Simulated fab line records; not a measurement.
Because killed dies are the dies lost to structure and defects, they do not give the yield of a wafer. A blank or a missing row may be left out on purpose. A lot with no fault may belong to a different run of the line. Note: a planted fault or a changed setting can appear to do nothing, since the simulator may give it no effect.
Which tool was responsible? | flow sky130 | 11 lots, 33 wafers sampled, at 6 steps of a route of 708

== WHAT THE GAUGES SHOWED, per wafer ==
SKY_VIA1_RS_MEAS_22: the measuring method here is four-point-probe. Usual: for VIA1_W_RS the level is 0.425 ohm/sq and the standard deviation is 0.0063.
lot  | measured     | on           | VIA1_W_RS (ohm/sq) | flag
L371 | day 33 23:49 | filmMetro-02 | 0.427 0.429 0.427  | 
L372 | day 34 10:43 | filmMetro-04 | 0.423 0.424 0.428  | 
L373 | day 34 18:59 | filmMetro-04 | 0.431 0.428 0.434  | 
L374 | day 35 08:37 | filmMetro-02 | 0.426 0.425 0.426  | 
L377 | day 36 04:06 | filmMetro-01 | 0.416 0.426 0.423  | 
L378 | day 36 10:43 | filmMetro-04 | 0.423 0.427 0.414  | 
L382 | day 37 19:10 | filmMetro-04 | 0.420 0.424 0.419  | 
L385 | day 38 16:49 | filmMetro-01 | 0.416 0.415 0.475  | 
L386 | day 38 20:23 | filmMetro-04 | 0.422 0.429 0.480  | 
L391 | day 40 04:45 | filmMetro-01 | 0.435 0.443 0.436  | 
L392 | day 40 16:59 | filmMetro-01 | 0.426 0.435 0.423  | 

SKY_VIA1_THK_MEAS_23: measures by xrf. Usual: for VIA1_W_THK the level is 276 nm and the standard deviation is 4.5.
lot  | measured     | on           | VIA1_W_THK (nm) | flag
L371 | day 33 23:56 | filmMetro-02 | 272 272 274     | 
L372 | day 34 10:50 | filmMetro-04 | 280 279 278     | 
L373 | day 34 19:05 | filmMetro-04 | 275 279 272     | 
L374 | day 35 08:44 | filmMetro-02 | 273 275 273     | 
L377 | day 36 04:13 | filmMetro-01 | 285 276 278     | 
L378 | day 36 10:49 | filmMetro-04 | 281 280 288     | 
L382 | day 37 19:16 | filmMetro-04 | 273 274 278     | 
L385 | day 38 16:56 | filmMetro-01 | 279 281 247     | 
L386 | day 38 20:29 | filmMetro-04 | 276 271 243     | 
L391 | day 40 04:52 | filmMetro-01 | 271 266 270     | 
L392 | day 40 17:05 | filmMetro-01 | 276 270 277     | 

== TOOL THAT RAN EACH LOT (tool first, then ch and the chambers of the sampled wafers, then the start) ==
lot  | SKY_POLY_CUT_ETCH_10              | SKY_LOCAL_INTERCONNECT_SPUTTER_00 | SKY_CONTACT_CVD_24           | SKY_VIA1_CVD_21
L371 | rieDiel-02 ch 0,1,2, day 24 04:03 | pvdSputter-03, day 29 04:08       | cvdW-01 ch 0,1, day 31 15:25 | cvdW-01 ch 0,1, day 33 23:43
L372 | rieDiel-02 ch 1,2,3, day 24 17:11 | pvdSputter-03, day 29 15:44       | cvdW-01 ch 0,1, day 32 01:56 | cvdW-01 ch 0,1, day 34 10:38
L373 | rieDiel-02 ch 0,2,3, day 24 23:23 | pvdSputter-02, day 29 23:51       | cvdW-02 ch 0,1, day 32 10:05 | cvdW-02 ch 0,1, day 34 18:53
L374 | rieDiel-01 ch 0,1,2, day 25 16:53 | pvdSputter-04, day 30 15:14       | cvdW-01 ch 1, day 33 00:41   | cvdW-02 ch 0,1, day 35 08:31
L377 | rieDiel-04 ch 0,1,2, day 26 14:23 | pvdSputter-04, day 31 11:50       | cvdW-02 ch 0,1, day 33 20:11 | cvdW-01 ch 0,1, day 36 04:01
L378 | rieDiel-02 ch 0,1,3, day 26 22:53 | pvdSputter-03, day 31 19:08       | cvdW-01 ch 0,1, day 34 02:58 | cvdW-01 ch 0,1, day 36 10:36
L382 | rieDiel-04 ch 0,1,3, day 28 09:38 | pvdSputter-02, day 33 04:47       | cvdW-01 ch 0,1, day 35 12:22 | cvdW-01 ch 0,1, day 37 19:04
L385 | rieDiel-04 ch 0,2,3, day 29 09:25 | pvdSputter-03, day 34 02:08       | cvdW-01 ch 0,1, day 36 08:40 | cvdW-01 ch 0,1, day 38 16:44
L386 | rieDiel-02 ch 1,2,3, day 29 14:55 | pvdSputter-04, day 34 08:47       | cvdW-02 ch 0,1, day 36 15:22 | cvdW-01 ch 0,1, day 38 20:16
L391 | rieDiel-04 ch 1,3, day 31 05:26   | pvdSputter-04, day 35 17:49       | cvdW-02 ch 0,1, day 37 23:19 | cvdW-02 ch 1, day 40 04:39
L392 | rieDiel-02 ch 0,1,2, day 31 16:04 | pvdSputter-02, day 36 05:33       | cvdW-01 ch 0,1, day 38 12:11 | cvdW-02 ch 0,1, day 40 16:52
- SKY_POLY_CUT_ETCH_10: etches BARC in N2/H2, stops on SiO2, time 45.9 s, target depth 60 nm.
- SKY_LOCAL_INTERCONNECT_SPUTTER_00: material TiN, target thk 100 nm, time 83.3 s.
- SKY_CONTACT_CVD_24: deposits W, target thk 340 nm, time 102.12 s.
- SKY_VIA1_CVD_21: deposits W, target thk 270 nm, time 80.902 s.

== WHAT THE TOOLS THEMSELVES READ (means of the sampled wafers that have a number; where no wafer has one, the mark that the record gives instead) ==
SKY_POLY_CUT_ETCH_10. Usual: drypumpMotorCurrentA 5.7 A, standard deviation 0.4; oesProductAu 0.855 a.u., standard deviation 0.005; rfFwdPowerW 495.0 W, standard deviation 1.9; throttleValvePct 13.225 %, standard deviation 0.0095.
lot  | tool       | drypumpMotorCurrentA (A) | oesProductAu (a.u.) | rfFwdPowerW (W) | throttleValvePct (%) | flag
L371 | rieDiel-02 | 5.8                      | 0.849               | 493.2           | 13.235               | 
L372 | rieDiel-02 | 5.6                      | 0.855               | 495.8           | 13.232               | 
L373 | rieDiel-02 | 5.8                      | 0.853               | 495.6           | 13.227               | 
L374 | rieDiel-01 | 5.5                      | 0.858               | 496.0           | 13.225               | 
L377 | rieDiel-04 | 5.7                      | 0.855               | 494.4           | 13.222               | 
L378 | rieDiel-02 | 5.8                      | 0.855               | 495.0           | 13.223               | 
L382 | rieDiel-04 | 5.6                      | 0.854               | 494.2           | 13.230               | 
L385 | rieDiel-04 | 6.0                      | 0.853               | 493.9           | 13.219               | 
L386 | rieDiel-02 | 5.6                      | 0.857               | 495.4           | 13.224               | 
L391 | rieDiel-04 | 5.3                      | 0.857               | 494.4           | 13.228               | 
L392 | rieDiel-02 | 5.8                      | 0.857               | 494.7           | 13.221               | 

SKY_LOCAL_INTERCONNECT_SPUTTER_00. Usual: cathodeDcPowerW 6500.0 W, standard deviation 1.1; throttleValvePct 29.8 %, standard deviation 1.3.
lot  | tool          | cathodeDcPowerW (W) | throttleValvePct (%) | flag
L371 | pvdSputter-03 | 6500.2              | 30.2                 | 
L372 | pvdSputter-03 | 6500.3              | 30.2                 | 
L373 | pvdSputter-02 | 6500.4              | 28.9                 | 
L374 | pvdSputter-04 | 6499.1              | 28.5                 | 
L377 | pvdSputter-04 | 6500.7              | 29.5                 | 
L378 | pvdSputter-03 | 6501.6              | 30.8                 | 
L382 | pvdSputter-02 | 6499.6              | 28.5                 | 
L385 | pvdSputter-03 | 6500.0              | 30.1                 | 
L386 | pvdSputter-04 | 6498.8              | 29.4                 | 
L391 | pvdSputter-04 | 6500.6              | 29.9                 | 
L392 | pvdSputter-02 | 6499.7              | 29.3                 | 

SKY_CONTACT_CVD_24. Usual: heaterPowerW 804 W, standard deviation 54.
lot  | tool    | heaterPowerW (W) | flag
L371 | cvdW-01 | 769              | 
L372 | cvdW-01 | 786              | 
L373 | cvdW-02 | 850              | 
L374 | cvdW-01 | 796              | 
L377 | cvdW-02 | 845              | 
L378 | cvdW-01 | 784              | 
L382 | cvdW-01 | 773              | 
L385 | cvdW-01 | 784              | 
L386 | cvdW-02 | 801              | 
L391 | cvdW-02 | 846              | 
L392 | cvdW-01 | 782              | 

SKY_VIA1_CVD_21. Usual: heaterPowerW 798 W, standard deviation 52.
lot  | tool    | heaterPowerW (W) | flag
L371 | cvdW-01 | 775              | 
L372 | cvdW-01 | 798              | 
L373 | cvdW-02 | 851              | 
L374 | cvdW-02 | 799              | 
L377 | cvdW-01 | 799              | 
L378 | cvdW-01 | 792              | 
L382 | cvdW-01 | 781              | 
L385 | cvdW-01 | 793              | 
L386 | cvdW-01 | 787              | 
L391 | cvdW-02 | 872              | 
L392 | cvdW-02 | 812              | 

== THE ANSWER, worked out from the rows above alone ==
Rule: lot off if the mean of its wafers having a number is beyond 3 standard deviations from the usual mean. A lot without any number at a reading at which 4 lots or more have one is off too. Where the step has rows for the other lots, those lots are counted as sound. First the gauges in route order, then the tools' own readings, where a lot's mean is used as printed above. At the first step where some lot is off, the reading lying furthest off is the one used; lots without a number count as furthest.
No lot is off on any of the readings shown, so nothing can be concluded from this.

== WHAT WAS PUT IN BY THE SIMULATOR ==
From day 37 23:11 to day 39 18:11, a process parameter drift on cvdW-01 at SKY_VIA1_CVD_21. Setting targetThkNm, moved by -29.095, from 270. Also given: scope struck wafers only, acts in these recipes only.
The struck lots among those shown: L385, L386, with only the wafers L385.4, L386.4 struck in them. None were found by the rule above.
